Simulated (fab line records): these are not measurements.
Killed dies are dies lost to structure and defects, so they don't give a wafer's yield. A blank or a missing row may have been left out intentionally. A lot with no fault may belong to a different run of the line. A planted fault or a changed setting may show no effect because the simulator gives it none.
Chamber matching | flow sky130 | SKY_CONTACT_ETCH_17 on rieDiel-04: 4 sister chambers
The step etches SiO2 in C4F8/O2/Ar, stops on Si3N4, target depth 340 nm. 4 wafers are shown with their chamber, then 9 later ones without.

## WAFERS WITH THEIR CHAMBER
wafer  | chamber | biasW (W)
L088.4 | 2       | 1199
L089.1 | 1       | 1200
L089.4 | 3       | 1203
L089.5 | 0       | 1198

## WAFERS MISSING THEIR CHAMBER
wafer  | biasW (W)
L091.2 | 1198
L091.3 | 1202
L091.4 | 1199
L097.1 | 1204
L097.2 | 1197
L097.4 | 1200
L093.2 | 1199
L093.5 | 1197
L093.6 | 1195

## CHAMBER TAKEN BY EACH
wafer  | from the rows above          | in truth
L091.2 | can't be placed: 0 or 2 or 1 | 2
L091.3 | can't be placed: 3 or 1 or 2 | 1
L091.4 | can't be placed: 2 or 0 or 1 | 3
L097.1 | 3                            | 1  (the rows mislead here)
L097.2 | can't be placed: 0 or 2 or 1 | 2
L097.4 | can't be placed: 1 or 2 or 0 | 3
L093.2 | can't be placed: 2 or 0 or 1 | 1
L093.5 | can't be placed: 0 or 2 or 1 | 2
L093.6 | can't be placed: 0 or 2 or 1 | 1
Correctly placed: 0 of 9. Unplaceable from these rows: 8, with the true chamber sitting among the candidates in 6. Wrongly placed: 1.
How it was worked out, from the rows above alone: a wafer's distance from a chamber is the root of the sum, over the readings, of the square of ((its reading less the chamber's mean) divided by the reading's scatter). The wafer belongs to the nearest chamber; if the next one is less than 2 further off, it can't be placed. Each chamber's mean is taken over the wafers shown for it. The scatter (one wafer shown for each chamber): square how far every hidden wafer sits from the nearest shown wafer, average those squares and take the square root.
